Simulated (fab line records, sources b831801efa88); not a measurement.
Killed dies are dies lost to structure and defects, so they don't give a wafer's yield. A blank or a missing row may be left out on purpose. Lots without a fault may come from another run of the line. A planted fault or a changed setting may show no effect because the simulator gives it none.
Which tool did it? | flow gf180mcu | 24 lots, 72 wafers sampled, at 5 steps of a route of 602

WHAT THE GAUGES READ, wafer by wafer
GF_M2_RS_MEAS_05: measures by four-point-probe.
lot  | measured     | on            | M2_ALCU_RS (ohm/sq)
L074 | day 17 11:50 | film_metro-01 | 0.0696 0.0695 0.0698
L075 | day 18 06:00 | film_metro-01 | 0.0687 0.0692 0.0689
L076 | day 18 10:10 | film_metro-03 | 0.0698 0.0702 0.0695
L077 | day 19 04:46 | film_metro-04 | 0.0694 0.0693 0.0692
L079 | day 20 02:26 | film_metro-01 | 0.0695 0.0696 0.0694
L078 | day 20 03:37 | film_metro-01 | 0.0694 0.0685 0.0696
L080 | day 20 18:55 | film_metro-03 | 0.0701 0.0701 0.0685
L081 | day 20 20:41 | film_metro-01 | 0.0697 0.0701 0.0699
L082 | day 21 20:32 | film_metro-04 | 0.0697 0.0705 0.0699
L083 | day 22 05:40 | film_metro-04 | 0.0689 0.0690 0.0691
L084 | day 22 16:03 | film_metro-03 | 0.0681 0.0690 0.0687
L085 | day 22 17:24 | film_metro-04 | 0.0701 0.0702 0.0693
L086 | day 23 05:16 | film_metro-01 | 0.0689 0.0686 0.0697
L088 | day 23 14:04 | film_metro-03 | 0.0700 0.0700 0.0696
L087 | day 23 15:14 | film_metro-04 | 0.0689 0.0679 0.0683
L089 | day 24 03:10 | film_metro-03 | 0.0694 0.0700 0.0697
L090 | day 24 04:02 | film_metro-04 | 0.0688 0.0692 0.0692
L091 | day 24 11:55 | film_metro-04 | 0.0688 0.0687 0.0687
L092 | day 24 19:35 | film_metro-03 | 0.0707 0.0702 0.0703
L093 | day 24 23:55 | film_metro-01 | 0.0696 0.0701 0.0702
L094 | day 25 05:25 | film_metro-01 | 0.0714 0.0714 0.0716
L095 | day 25 08:53 | film_metro-04 | 0.0701 0.0697 0.0696
L096 | day 25 15:20 | film_metro-01 | 0.0704 0.0712 0.0706
L097 | day 25 23:11 | film_metro-03 | 0.0697 0.0697 0.0703

GF_M2_OVL_MEAS_15.
lot  | measured     | on         | M2_OVL (nm)
L074 | day 18 11:37 | overlay-01 | 1 -8 -5
L075 | day 19 06:34 | overlay-01 | 5 1 0
L076 | day 19 10:15 | overlay-01 | 1 12 14
L077 | day 20 05:20 | overlay-01 | 5 7 3
L079 | day 21 03:37 | overlay-01 | 8 -2 9
L078 | day 21 04:46 | overlay-01 | 17 1 5
L080 | day 21 19:55 | overlay-02 | 5 11 4
L081 | day 21 21:37 | overlay-01 | -1 0 -1
L082 | day 22 19:46 | overlay-02 | -7 -7 -10
L083 | day 23 04:37 | overlay-02 | 10 4 11
L084 | day 23 14:32 | overlay-01 | 8 6 9
L085 | day 23 15:48 | overlay-01 | -11 -9 -4
L086 | day 24 03:45 | overlay-01 | 1 5 3
L088 | day 24 11:29 | overlay-02 | 8 9 6
L087 | day 24 13:34 | overlay-02 | 1 -9 5
L089 | day 25 01:11 | overlay-02 | -12 -16 -2
L090 | day 25 02:10 | overlay-02 | 7 4 8
L091 | day 25 09:08 | overlay-01 | 9 -2 -3
L092 | day 25 16:46 | overlay-02 | 13 8 11
L093 | day 25 21:07 | overlay-01 | 5 -6 5
L094 | day 26 02:31 | overlay-02 | -15 -8 -10
L095 | day 26 05:55 | overlay-02 | -6 -5 -10
L096 | day 26 12:53 | overlay-02 | 6 -5 7
L097 | day 26 20:22 | overlay-02 | -1 1 5

GF_M3_RS_MEAS_05: measures by four-point-probe.
lot  | measured     | on            | M3_ALCU_RS (ohm/sq)
L074 | day 19 15:50 | film_metro-04 | 0.0691 0.0691 0.0693
L075 | day 20 10:21 | film_metro-04 | 0.0698 0.0700 0.0703
L076 | day 20 14:05 | film_metro-04 | 0.0678 0.0679 0.0678
L077 | day 21 08:19 | film_metro-02 | 0.0689 0.0693 0.0699
L079 | day 22 06:58 | film_metro-04 | 0.0683 0.0683 0.0689
L078 | day 22 08:17 | film_metro-02 | 0.0676 0.0678 0.0681
L080 | day 22 21:53 | film_metro-02 | 0.0707 0.0692 0.0694
L081 | day 23 00:04 | film_metro-03 | 0.0694 0.0687 0.0704
L082 | day 23 21:29 | film_metro-03 | 0.0693 0.0701 0.0701
L083 | day 24 06:17 | film_metro-02 | 0.0701 0.0700 0.0702
L084 | day 24 15:52 | film_metro-02 | 0.0696 0.0685 0.0694
L085 | day 24 17:07 | film_metro-04 | 0.0695 0.0692 0.0692
L086 | day 25 04:08 | film_metro-02 | 0.0698 0.0696 0.0698
L088 | day 25 12:10 | film_metro-04 | 0.0686 0.0705 0.0696
L087 | day 25 13:59 | film_metro-03 | 0.0701 0.0706 0.0695
L089 | day 26 01:38 | film_metro-02 | 0.0697 0.0690 0.0693
L090 | day 26 02:01 | film_metro-04 | 0.0703 0.0697 0.0697
L091 | day 26 09:44 | film_metro-02 | 0.0690 0.0694 0.0690
L092 | day 26 16:50 | film_metro-02 | 0.0702 0.0699 0.0706
L093 | day 26 21:00 | film_metro-03 | 0.0694 0.0697 0.0693
L094 | day 27 02:16 | film_metro-03 | 0.0687 0.0695 0.0693
L095 | day 27 05:15 | film_metro-02 | 0.0694 0.0697 0.0689
L096 | day 27 12:09 | film_metro-02 | 0.0703 0.0694 0.0697
L097 | day 27 19:26 | film_metro-04 | 0.0691 0.0691 0.0700

GF_V3_CD_MEAS_14: target cd 260 nm.
lot  | measured     | on        | cd_nm (nm)
L074 | day 21 18:10 | cd_sem-01 | 260.5 261.1 260.6
L075 | day 22 12:56 | cd_sem-02 | 261.6 261.0 261.2
L076 | day 22 16:17 | cd_sem-01 | 258.9 259.0 260.0
L077 | day 23 07:58 | cd_sem-02 | 257.0 258.1 257.3
L079 | day 24 05:45 | cd_sem-02 | 257.7 257.5 257.1
L078 | day 24 07:03 | cd_sem-02 | 259.5 258.8 259.4
L080 | day 24 19:45 | cd_sem-01 | 257.1 258.0 258.1
L081 | day 24 21:12 | cd_sem-02 | 259.6 259.5 259.8
L082 | day 25 18:11 | cd_sem-01 | 260.9 259.8 259.4
L083 | day 26 01:51 | cd_sem-02 | 259.9 259.6 259.5
L084 | day 26 10:55 | cd_sem-02 | 257.9 260.0 258.1
L085 | day 26 12:59 | cd_sem-01 | 262.6 263.3 261.0
L086 | day 26 23:11 | cd_sem-01 | 260.9 261.1 260.8
L088 | day 27 06:48 | cd_sem-02 | 262.1 261.6 261.6
L087 | day 27 09:10 | cd_sem-01 | 260.2 260.0 259.4
L089 | day 27 19:41 | cd_sem-02 | 262.7 261.5 261.9
L090 | day 27 20:27 | cd_sem-01 | 261.2 261.7 262.1
L091 | day 28 04:31 | cd_sem-01 | 259.9 259.6 259.6
L092 | day 28 10:08 | cd_sem-02 | 260.5 259.8 260.7
L093 | day 28 13:54 | cd_sem-01 | 258.6 257.3 258.5
L094 | day 28 19:06 | cd_sem-01 | 258.3 258.9 258.9
L095 | day 28 21:39 | cd_sem-02 | 259.3 259.5 260.2
L096 | day 29 04:13 | cd_sem-01 | 261.0 260.5 261.1
L097 | day 29 12:11 | cd_sem-01 | 259.7 259.4 259.4

WHICH TOOL RAN EACH LOT (tool, then ch and the chambers of the sampled wafers, then the start)
lot  | GF_M2_SPUTTER_01
L074 | pvd_sputter-01, day 17 11:42
L075 | pvd_sputter-01, day 18 05:50
L076 | pvd_sputter-01, day 18 10:01
L077 | pvd_sputter-03, day 19 04:37
L079 | pvd_sputter-02, day 20 02:19
L078 | pvd_sputter-03, day 20 03:30
L080 | pvd_sputter-03, day 20 18:48
L081 | pvd_sputter-01, day 20 20:34
L082 | pvd_sputter-03, day 21 20:25
L083 | pvd_sputter-02, day 22 05:32
L084 | pvd_sputter-03, day 22 15:55
L085 | pvd_sputter-01, day 22 17:17
L086 | pvd_sputter-03, day 23 05:08
L088 | pvd_sputter-02, day 23 13:56
L087 | pvd_sputter-03, day 23 15:06
L089 | pvd_sputter-03, day 24 03:03
L090 | pvd_sputter-02, day 24 03:55
L091 | pvd_sputter-03, day 24 11:46
L092 | pvd_sputter-03, day 24 19:28
L093 | pvd_sputter-01, day 24 23:48
L094 | pvd_sputter-01, day 25 05:18
L095 | pvd_sputter-03, day 25 08:46
L096 | pvd_sputter-01, day 25 15:11
L097 | pvd_sputter-03, day 25 23:04
- GF_M2_SPUTTER_01: material TiN, target thk 30 nm, time 25 s.

WHAT THE TOOLS THEMSELVES READ (means of the sampled wafers that have a number; where no wafer has one, the mark that the record gives instead)
GF_M2_SPUTTER_01.
lot  | tool           | throttle_valve_pct (%)
L074 | pvd_sputter-01 | 29.0
L075 | pvd_sputter-01 | 28.7
L076 | pvd_sputter-01 | 29.6
L077 | pvd_sputter-03 | 29.6
L079 | pvd_sputter-02 | 31.1
L078 | pvd_sputter-03 | 30.5
L080 | pvd_sputter-03 | 30.9
L081 | pvd_sputter-01 | 29.1
L082 | pvd_sputter-03 | 29.7
L083 | pvd_sputter-02 | 30.4
L084 | pvd_sputter-03 | 31.0
L085 | pvd_sputter-01 | 29.0
L086 | pvd_sputter-03 | 30.4
L088 | pvd_sputter-02 | 31.1
L087 | pvd_sputter-03 | 30.2
L089 | pvd_sputter-03 | 30.3
L090 | pvd_sputter-02 | 31.5
L091 | pvd_sputter-03 | 29.2
L092 | pvd_sputter-03 | 30.9
L093 | pvd_sputter-01 | 30.5
L094 | pvd_sputter-01 | 29.8
L095 | pvd_sputter-03 | 31.0
L096 | pvd_sputter-01 | 29.3
L097 | pvd_sputter-03 | 29.7

THE ANSWER, worked out from the rows above alone
Rule: what is usual is taken from the lots themselves. Put in order of their means at a reading, lots are off if they are a third of the lots or fewer, leave a main group of 4 or more, and stand apart from it by a gap of 3 or more times the standard deviation of the main group's means; of several such gaps the widest counts. A main group whose means are all the same, to the digits that the tables above print for the reading, isn't used. A lot without any number at a reading at which 4 lots or more have one is off too. The other lots that the step has rows for count as sound. The gauges are gone through in route order, then the tools' own readings, and for those a lot's mean is taken as printed above. The first step at which some lot is off is used, and at that step the reading that is off furthest; a lot without a number counts as furthest.
No lot is off at any reading shown: from this, nothing can be told.

WHAT THE SIMULATOR HAD PUT IN
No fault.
